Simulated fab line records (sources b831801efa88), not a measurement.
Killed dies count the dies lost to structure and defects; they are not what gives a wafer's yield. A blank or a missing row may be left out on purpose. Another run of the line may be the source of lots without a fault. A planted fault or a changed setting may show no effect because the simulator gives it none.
Comparing a struck lot with a sound one | flow sky130 | 28 steps out of a route of 708
Sound: the wafers L300.1, L300.2, L300.4. Wafers L306.1, L306.3, L306.5 were the ones struck. The cause is given at the end.
Each step with rows lists, per side, the tool, then ch with its chambers, then its first start. Under that, the readings that differ: sound wafers | struck wafers | difference of the means | sigmas: that difference in standard deviations of wafers without a fault.
alike: readings whose means differ by less than 2 such deviations, and words and numbers that are the same on both sides. not compared: withheld readings, readings that some wafer has no value for, bounds like >300 that may hide the same value, and numbers for which the record gives no deviation and whose values overlap.
The two part at a step that has a row with sigmas, a row that says differs or no value, or rows on one side only. Non-overlapping numbers with no deviation appear without sigmas and do not part them. A reading missing from all wafers of one side parts the sides only when that side holds two or more wafers.

SKY_SD_P_OVL_MEAS_08:
  sound on overlay-01, day 27 09:42; struck on overlay-02, day 29 15:50
  alike: SD_P_OVL
then, 1 step without rows for these wafers: SKY_SD_P_IMPLANT_09.
SKY_SD_P_STRIP_10: strips in O2/N2.
  sound on plasmaAsher-01 ch 0,1, day 27 09:53; struck on plasmaAsher-04 ch 0,1, day 29 16:01
  alike: chamberPressureMTorr, drypumpMotorCurrentA, oesProductAu, stripTimeToEndpointS
  not compared: rfHoursCounterH
SKY_SD_P_TW_MEAS_11:
  sound on filmMetro-04, day 27 09:59; struck on filmMetro-04, day 29 16:07
  alike: SD_P_TW
then, 8 steps without rows for these wafers: SKY_RES_XHIGH_DEHYDRATE_00 (time 60 s); SKY_RES_XHIGH_HMDS_01 (prime time 60 s); SKY_RES_XHIGH_COAT_02 (resist thk 1140 nm); SKY_RES_XHIGH_SOFTBAKE_03 (time 60 s); SKY_RES_XHIGH_EXPOSE_04 (exposes mask URPM, target cd 1270 nm); SKY_RES_XHIGH_PEB_05; SKY_RES_XHIGH_DEVELOP_06 (develop time 60 s); SKY_RES_XHIGH_IMPLANT_07.
SKY_RES_XHIGH_STRIP_08: strips in O2/N2.
  sound on plasmaAsher-03 ch 0,1, day 28 14:16; struck on plasmaAsher-03 ch 0,1, day 30 20:10
  no value came back on the struck wafers for chamberPressureMTorr (mTorr), drypumpMotorCurrentA (A), oesProductAu (a.u.), stripTimeToEndpointS (s); on the sound wafers chamberPressureMTorr (mTorr) reads 1502.3 1495.9 1499.4
reading                                       | sound | struck         | difference | sigmas
model.NOVOLAK_of_RES_XHIGH_COAT_02.thkNm (nm) | 0 0 0 | 1138 1138 1137 | +1138      | 
  not compared: rfHoursCounterH
SKY_RES_XHIGH_TW_MEAS_09:
  sound on filmMetro-01, day 28 14:22; struck on filmMetro-02, day 30 20:16
reading      | sound          | struck         | difference | sigmas
RES_XHIGH_TW | 1638 1645 1647 | 1665 1684 1677 | +32        | +2
then, 7 steps without rows for these wafers: SKY_SD_N_DEHYDRATE_00 (time 60 s); SKY_SD_N_HMDS_01 (prime time 60 s); SKY_SD_N_COAT_02 (resist thk 1140 nm); SKY_SD_N_SOFTBAKE_03 (time 60 s); SKY_SD_N_EXPOSE_04 (exposes mask NSDM, target cd 380 nm); SKY_SD_N_PEB_05; SKY_SD_N_DEVELOP_06 (develop time 60 s).
SKY_SD_N_CD_MEAS_07 targets a cd of 380 nm.
  sound on cdSem-01, day 29 18:43; struck on cdSem-02, day 31 23:10
  alike: cdNm
SKY_SD_N_OVL_MEAS_08:
  sound on overlay-02, day 29 18:50; struck on overlay-02, day 31 23:17
  alike: SD_N_OVL
then, 2 steps without rows for these wafers: SKY_SD_N_IMPLANT_09; SKY_SD_N_IMPLANT_10.
SKY_SD_N_STRIP_11: strips in O2/N2.
  sound on plasmaAsher-03 ch 0,1, day 29 19:11; struck on plasmaAsher-04 ch 0,1, day 31 23:38
reading                  | sound             | struck            | difference | sigmas
oesProductAu (a.u.)      | 0.526 0.532 0.524 | 0.613 0.617 0.612 | +0.087     | +22
stripTimeToEndpointS (s) | 22.48 22.50 22.52 | 39.42 39.44 39.44 | +16.93     | +99 or more
  alike: chamberPressureMTorr, drypumpMotorCurrentA
  not compared: rfHoursCounterH
SKY_SD_N_TW_MEAS_12:
  sound on filmMetro-01, day 29 19:17; struck on filmMetro-02, day 31 23:44
reading | sound          | struck   | difference | sigmas
SD_N_TW | 3983 4001 3985 | 31 31 31 | -3959      | -99 or more
then, 1 step without rows for these wafers: SKY_SD_N_CLEAN_13 (cleans in SC1/SC2, time 150 s).

## WHERE THEY PART
First at SKY_RES_XHIGH_STRIP_08; last, within this record, at SKY_SD_N_TW_MEAS_12.

WHY: what the simulator had put in
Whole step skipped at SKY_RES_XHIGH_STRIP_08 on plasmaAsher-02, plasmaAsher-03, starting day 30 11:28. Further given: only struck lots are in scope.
